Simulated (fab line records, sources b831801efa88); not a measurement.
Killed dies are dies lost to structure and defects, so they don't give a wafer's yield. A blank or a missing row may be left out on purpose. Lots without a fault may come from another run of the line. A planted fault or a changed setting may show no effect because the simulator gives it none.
A struck lot beside a sound one | flow sky130 | 43 steps out of a route of 708
Sound: wafers L699.4, L699.5, L699.6. Struck: wafer L710.4. (L710.5, L710.6 of the same lot were not struck and are left out.) The cause comes at the end.
At each step with rows: each side's tool, then ch and its chambers, then its first start. Under that, the readings that differ: sound wafers | struck wafers | difference of the means | sigmas: that difference in standard deviations of wafers without a fault.
alike: readings whose means differ by less than 2 such deviations, and words and numbers that are the same on both sides. not compared: withheld readings, readings that some wafer has no value for, bounds like >300 that may hide the same value, and numbers for which the record gives no deviation and whose values overlap.
The two part at a step that has a row with sigmas, a row that says differs or no value, or rows on one side only. Numbers that don't overlap but have no deviation are shown without sigmas and don't part them. A reading that every wafer of one side lacks parts them only if that side has two wafers or more.

first, 1 step without rows for these wafers: SKY_VIA4_DEVELOP_10 (develop time 60 s).
SKY_VIA4_OVL_MEAS_11:
  sound on overlay-02, day 42 14:05; struck on overlay-02, day 45 11:02
  alike: VIA4_OVL
then, 6 steps without rows for these wafers: SKY_VIA4_ETCH_12 (etches SiO2 in C4F8/O2/Ar, stops on TiN, target depth 580 nm); SKY_VIA4_STRIP_13 (strips in O2/N2); SKY_VIA4_STRIP_14 (strips in post etch residue remover, time 1200 s); SKY_VIA4_CLEAN_15 (cleans in IPA, time 180 s); SKY_VIA4_CLEAN_16 (cleans in O3/DIW); SKY_VIA4_SPUTTER_17 (material TiN, target thk 20 nm, time 80 s).
SKY_VIA4_CVD_18: deposits W, target thk 505 nm, time 152.14 s.
  sound on cvd_w-02 ch 0,1, day 42 14:52; struck on cvd_w-01 ch 0, day 45 11:50
  alike: heater_power_outer_w, heater_power_w
  not compared: since_wet_clean_h
SKY_VIA4_RS_MEAS_19: measures by four-point-probe.
  sound on film_metro-01, day 42 15:02; struck on film_metro-03, day 45 11:59
  alike: VIA4_W_RS
SKY_VIA4_THK_MEAS_20: measures by xrf.
  sound on film_metro-01, day 42 15:07; struck on film_metro-03, day 45 12:05
  alike: VIA4_W_THK
then, 1 step without rows for these wafers: SKY_VIA4_CMP_21 (polishes, stops on SiO2, t overpolish 25 s, target thk 0 nm).
SKY_METAL5_SPUTTER_00: material Ti, target thk 15 nm, time 10 s.
  sound on pvd_sputter-02, day 42 15:28; struck on pvd_sputter-02, day 45 12:43
  alike: throttle_valve_pct
then, 4 steps without rows for these wafers: SKY_METAL5_SPUTTER_01 (material TiN, target thk 20 nm, time 16.7 s); SKY_METAL5_SPUTTER_02 (material AlCu, target thk 1150 nm, time 61.2 s); SKY_METAL5_SPUTTER_03 (material Ti, target thk 5 nm, time 3.3 s); SKY_METAL5_SPUTTER_04 (material TiN, target thk 70 nm, time 58.3 s).
SKY_METAL5_RS_MEAS_05: measures by four-point-probe.
  sound on film_metro-04, day 42 15:41; struck on film_metro-01, day 45 12:56
  alike: METAL5_ALCU_RS
SKY_METAL5_THK_MEAS_06: measures by xrf.
  sound on film_metro-04, day 42 15:46; struck on film_metro-01, day 45 13:01
  alike: METAL5_ALCU_THK
then, 7 steps without rows for these wafers: SKY_METAL5_DEHYDRATE_07 (time 60 s); SKY_METAL5_HMDS_08 (prime time 60 s); SKY_METAL5_COAT_09 (resist thk 1800 nm); SKY_METAL5_SOFTBAKE_10 (time 60 s); SKY_METAL5_EXPOSE_11 (exposes mask MM5, target cd 1600 nm); SKY_METAL5_PEB_12; SKY_METAL5_DEVELOP_13 (develop time 60 s).
SKY_METAL5_DESCUM_14: chemistry O2, time 11 s.
  sound on rie_metal-03 ch 0,1, day 43 14:31; struck on rie_metal-04 ch 1, day 46 09:53
  alike: drypump_motor_current_A, oes_product_au
  not compared: rf_hours_counter_h
SKY_METAL5_METAL_ETCH_15: etches the open film in Cl2/BCl3, stops on SiO2, target depth 1260 nm, time 252 s.
  sound on rie_metal-03 ch 0,1, day 43 14:37; struck on rie_metal-04 ch 1, day 46 09:59
  alike: drypump_motor_current_A, mfc_cl2_sccm, oes_product_au, throttle_valve_pct
  not compared: rf_hours_counter_h
SKY_METAL5_STRIP_16: strips in O2/N2.
  sound on plasma_asher-04 ch 0,1, day 43 14:49; struck on plasma_asher-01 ch 0, day 46 10:10
  alike: drypump_motor_current_A, o2_flow_sccm, oes_product_au, strip_time_to_endpoint_s
  not compared: rf_hours_counter_h
then, 3 steps without rows for these wafers: SKY_METAL5_STRIP_17 (strips in post etch residue remover, time 1200 s); SKY_METAL5_CLEAN_18 (cleans in IPA, time 180 s); SKY_METAL5_CLEAN_19 (cleans in O3/DIW).
SKY_PASSIVATION_CVD_00: deposits SiO2, target thk 90 nm.
  sound on pecvd-04 ch 0,2, day 43 15:23; struck on pecvd-04 ch 0, day 46 10:45
  alike: heater_power_outer_w, heater_power_w
SKY_PASSIVATION_THK_MEAS_01:
  sound on film_metro-01, day 43 15:26; struck on film_metro-04, day 46 10:47
  alike: PASSIVATION_CVD_00_THK
then, 1 step without rows for these wafers: SKY_PASSIVATION_CVD_02 (deposits Si3N4, target thk 540 nm).
SKY_PASSIVATION_THK_MEAS_03:
  sound on film_metro-04, day 43 15:43; struck on film_metro-01, day 46 11:05
  alike: PASSIVATION_CVD_02_THK
then, 6 steps without rows for these wafers: SKY_PASSIVATION_DEHYDRATE_04 (time 60 s); SKY_PASSIVATION_HMDS_05 (prime time 60 s); SKY_PASSIVATION_COAT_06 (resist thk 3000 nm); SKY_PASSIVATION_SOFTBAKE_07; SKY_PASSIVATION_EXPOSE_08 (exposes mask NSM, target cd 3000 nm); SKY_PASSIVATION_PEB_09.
SKY_PAD_OPEN_PROBE_99:
  sound on prober-02, day 45 13:50; struck on prober-01, day 48 05:26
  reading                        | sound             | struck | difference | sigmas
  killed_open                    | 32 40 37          | 51     | +15        | +2
  sort_bin_6_memory (%)          | 3.7 5.5 5.1       | 6.9    | +2.1       | +2
  model.etest.licon_pdiff.rc_ohm | 594 594.7 577.9   | 615.6  | +26.7      |
  model.etest.licon_ndiff.rc_ohm | 185.7 187.6 183.2 | 196.1  | +10.6      |
  alike: defect_limited_yield, killed_at_M0_to_M3, killed_at_M4_up, killed_at_contacts, killed_at_front_end, killed_at_other, killed_dies, killed_short, sort_bin_3_pad_short, sort_bin_5_function, sort_n_pass, sort_yield_pct
  not compared: model.etest.licon_poly.rc_ohm

WHERE THEY PART
Only at SKY_PAD_OPEN_PROBE_99, within this record.

WHY: what the simulator had put in
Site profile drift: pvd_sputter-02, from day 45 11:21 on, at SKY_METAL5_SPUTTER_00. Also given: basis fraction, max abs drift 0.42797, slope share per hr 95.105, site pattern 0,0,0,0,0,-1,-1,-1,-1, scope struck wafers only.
